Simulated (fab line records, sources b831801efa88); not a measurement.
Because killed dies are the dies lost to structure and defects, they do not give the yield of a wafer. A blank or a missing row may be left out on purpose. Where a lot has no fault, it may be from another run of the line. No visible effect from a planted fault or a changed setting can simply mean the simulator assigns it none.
Which tool was responsible? ; flow sfq-line ; 8 lots with 24 wafers sampled at 2 steps, on a route of 325 steps

WHAT THE GAUGES READ, wafer by wafer
SFQ_I0_BOW_MEAS_907.
lot;measured;on;I0_BOW (um)
L107;day 6 21:42;film-metro-01;8 0 1
L108;day 7 06:17;film-metro-02;2 -1 -2
L109;day 7 09:16;film-metro-02;5 -6 20
L110;day 7 10:45;film-metro-04;14 -1 -4
L113;day 8 09:14;film-metro-01;-7 -7 -4
L114;day 8 12:16;film-metro-01;-2 -2 -11
L115;day 8 18:16;film-metro-02;-7 0 -5
L116;day 8 22:05;film-metro-02;-3 4 2

EACH LOT AND THE TOOL THAT RAN IT (in order: tool; ch and the chambers of the sampled wafers; start)
lot;SFQ_TRILAYER_M0_BARC_OPEN_METAL_ETCH_031
L107;rie-metal-03 ch 0,1, day 6 16:15
L108;rie-metal-03 ch 0,1, day 6 23:28
L109;rie-metal-02 ch 0,1, day 7 03:03
L110;rie-metal-02 ch 0,1, day 7 06:39
L113;rie-metal-04 ch 0,1, day 8 00:39
L114;rie-metal-04 ch 0,1, day 8 06:39
L115;rie-metal-02 ch 0,1, day 8 12:39
L116;rie-metal-04 ch 0,1, day 8 17:27
- SFQ_TRILAYER_M0_BARC_OPEN_METAL_ETCH_031: etches BARC in O2, target depth 125 nm, time 41.7 s.

WHAT THE TOOLS THEMSELVES READ (means of the sampled wafers that have a number; where no wafer has one, the mark that the record gives instead)
SFQ_TRILAYER_M0_BARC_OPEN_METAL_ETCH_031.
lot;tool;drypump-motor-current-A (A);oes-product-au (a.u.);run-length-s (s)
L107;rie-metal-03;5.8;0.687;69.3
L108;rie-metal-03;5.8;0.685;69.3
L109;rie-metal-02;4.8;0.680;69.9
L110;rie-metal-02;5.0;0.681;70.0
L113;rie-metal-04;6.3;0.816;60.7
L114;rie-metal-04;5.9;0.820;60.3
L115;rie-metal-02;5.0;0.822;60.6
L116;rie-metal-04;6.3;0.811;60.5

THE ANSWER, worked out from the rows above alone
Rule: usual is defined by the lots themselves. The widest of any qualifying gaps counts: lots, ordered by their means at a reading, are off when they make up no more than a third of the lots, leave a main group of 4 or more, and stand apart from it by 3 or more times the standard deviation of that group's means. A main group whose means are all the same, to the digits that the tables above print for the reading, isn't used. A lot without any number at a reading at which 4 lots or more have one is off too. Where the step has rows for the other lots, those lots are counted as sound. First the gauges in route order, then the tools' own readings, where a lot's mean is used as printed above. The first step at which some lot is off is used, and at that step the reading that is off furthest; a lot without a number counts as furthest.
None of the lots is off at any reading shown; this tells nothing.

WHAT THE SIMULATOR HAD PUT IN
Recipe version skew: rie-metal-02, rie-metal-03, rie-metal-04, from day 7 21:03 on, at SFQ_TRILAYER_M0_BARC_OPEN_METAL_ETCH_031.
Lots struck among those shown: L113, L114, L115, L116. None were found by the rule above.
